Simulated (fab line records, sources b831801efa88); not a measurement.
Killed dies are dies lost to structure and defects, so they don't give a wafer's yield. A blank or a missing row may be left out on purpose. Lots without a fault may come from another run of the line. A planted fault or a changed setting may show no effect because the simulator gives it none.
Tool commonality check | flow sky130 | 10 lots, 30 wafers sampled

WHY IT WAS OPENED
At SKY_CAPM_RS_MEAS_03 the reading CAPM_TIN_RS is flagged on 3 of 10 lots. Wafers without a fault read 6.92 ohm/sq, standard deviation 0.069.
Rule: a lot is flagged when every wafer of it that has a number lies more than 4 standard deviations from that mean, or none has a number. The other lots count as sound.

lot  | measured     | on            | CAPM_TIN_RS (ohm/sq), wafer by wafer | flag
L992 | day 37 14:17 | film_metro-02 | 6.97 6.99 7.02                       |
L995 | day 38 04:08 | film_metro-03 | 6.88 6.88 6.95                       |
L102 | day 40 11:20 | film_metro-03 | 6.95 6.98 6.91                       |
L103 | day 40 14:04 | film_metro-03 | 5.30 5.22 5.21                       | FLAGGED
L105 | day 41 13:18 | film_metro-01 | 5.20 5.21 5.23                       | FLAGGED
L107 | day 41 16:24 | film_metro-02 | 5.18 5.19 5.23                       | FLAGGED
L108 | day 42 02:25 | film_metro-03 | 6.99 6.89 7.01                       |
L109 | day 42 12:31 | film_metro-02 | 6.95 7.00 6.93                       |
L113 | day 44 05:49 | film_metro-01 | 6.87 7.03 6.95                       |
L111 | day 44 08:34 | film_metro-03 | 6.91 6.85 6.90                       |
The numbers of the flagged lots are 5.22 ohm/sq on average: -1.70 ohm/sq against the usual, or -25 standard deviations.

WHICH TOOL RAN EACH LOT
The record holds 3 process steps before the reading, out of a route of 708 steps. In each cell: the tool, then ch and the chambers that the sampled wafers went through, then the start.
lot  | flag    | SKY_VIA2_CMP_02               | SKY_METAL3_SPUTTER_00        | SKY_CAPM_SPUTTER_02
L992 |         | cmp-01 ch 0,1,3, day 36 10:06 | pvd_sputter-02, day 37 13:55 | pvd_sputter-04, day 37 14:09
L995 |         | cmp-02 ch 0,1,2, day 36 23:37 | pvd_sputter-04, day 38 03:48 | pvd_sputter-03, day 38 04:02
L102 |         | cmp-01 ch 0,1,2, day 39 08:17 | pvd_sputter-02, day 40 10:59 | pvd_sputter-04, day 40 11:13
L103 | FLAGGED | cmp-01 ch 1,2,3, day 39 11:40 | pvd_sputter-01, day 40 13:40 | pvd_sputter-04, day 40 13:55
L105 | FLAGGED | cmp-02 ch 0,1,3, day 40 10:37 | pvd_sputter-01, day 41 12:57 | pvd_sputter-04, day 41 13:11
L107 | FLAGGED | cmp-01 ch 1,3, day 40 14:22   | pvd_sputter-01, day 41 16:01 | pvd_sputter-04, day 41 16:15
L108 |         | cmp-01 ch 0,1,2, day 41 01:02 | pvd_sputter-01, day 42 02:02 | pvd_sputter-03, day 42 02:16
L109 |         | cmp-01 ch 2,3, day 41 10:53   | pvd_sputter-04, day 42 12:08 | pvd_sputter-01, day 42 12:22
L113 |         | cmp-01 ch 0,1, day 43 04:26   | pvd_sputter-01, day 44 05:28 | pvd_sputter-03, day 44 05:42
L111 |         | cmp-02 ch 0,1,2, day 43 06:52 | pvd_sputter-04, day 44 08:11 | pvd_sputter-03, day 44 08:26
What these steps do:
- SKY_VIA2_CMP_02: polishes SiO2.
- SKY_METAL3_SPUTTER_00: material Ti, target thk 15 nm, time 10 s.
- SKY_CAPM_SPUTTER_02: material TiN, target thk 200 nm, time 166.7 s.
- SKY_CAPM_RS_MEAS_03: measures by four-point-probe.

FLAGGED OVER TOTAL, TOOL BY TOOL (the gauges that took the reading come last)
step                  | tool           | lots run | flagged | share of the flagged lots | sound lots run after its first flagged lot
SKY_VIA2_CMP_02       | cmp-01         | 7        | 2       | some                      | 3 (L108,L109,L113)
SKY_VIA2_CMP_02       | cmp-02         | 3        | 1       | some                      | 1 (L111)
SKY_METAL3_SPUTTER_00 | pvd_sputter-01 | 5        | 3       | all                       | 2 (L108,L113)
SKY_METAL3_SPUTTER_00 | pvd_sputter-02 | 2        | 0       | none                      | -
SKY_METAL3_SPUTTER_00 | pvd_sputter-04 | 3        | 0       | none                      | -
SKY_CAPM_SPUTTER_02   | pvd_sputter-01 | 1        | 0       | none                      | -
SKY_CAPM_SPUTTER_02   | pvd_sputter-03 | 4        | 0       | none                      | -
SKY_CAPM_SPUTTER_02   | pvd_sputter-04 | 5        | 3       | all                       | 0
SKY_CAPM_RS_MEAS_03   | film_metro-01  | 2        | 1       | some                      | 1 (L113)
SKY_CAPM_RS_MEAS_03   | film_metro-02  | 3        | 1       | some                      | 1 (L109)
SKY_CAPM_RS_MEAS_03   | film_metro-03  | 5        | 1       | some                      | 2 (L108,L111)

WHAT THE TABLE ALLOWS
2 rows of the table ran every flagged lot: pvd_sputter-01 at SKY_METAL3_SPUTTER_00, pvd_sputter-04 at SKY_CAPM_SPUTTER_02.
- pvd_sputter-01 at SKY_METAL3_SPUTTER_00: 3 of its 5 lots flagged. Sound lots ran on it after the first flagged one (L108, L113), which a lasting fault on the whole tool wouldn't allow.
- pvd_sputter-04 at SKY_CAPM_SPUTTER_02: 3 of its 5 lots flagged. Its last sound lot is L102 (day 40 11:13), its first flagged lot L103 (day 40 13:55): a fault that began between those two fits.
One tool is left: pvd_sputter-04 at SKY_CAPM_SPUTTER_02.

WHAT THE SIMULATOR HAD PUT IN
Process parameter drift: pvd_sputter-04, from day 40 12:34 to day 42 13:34, at SKY_CAPM_SPUTTER_02. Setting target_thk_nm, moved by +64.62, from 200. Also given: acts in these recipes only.
Lots struck among those shown: L103, L105, L107. The rule above found the same.
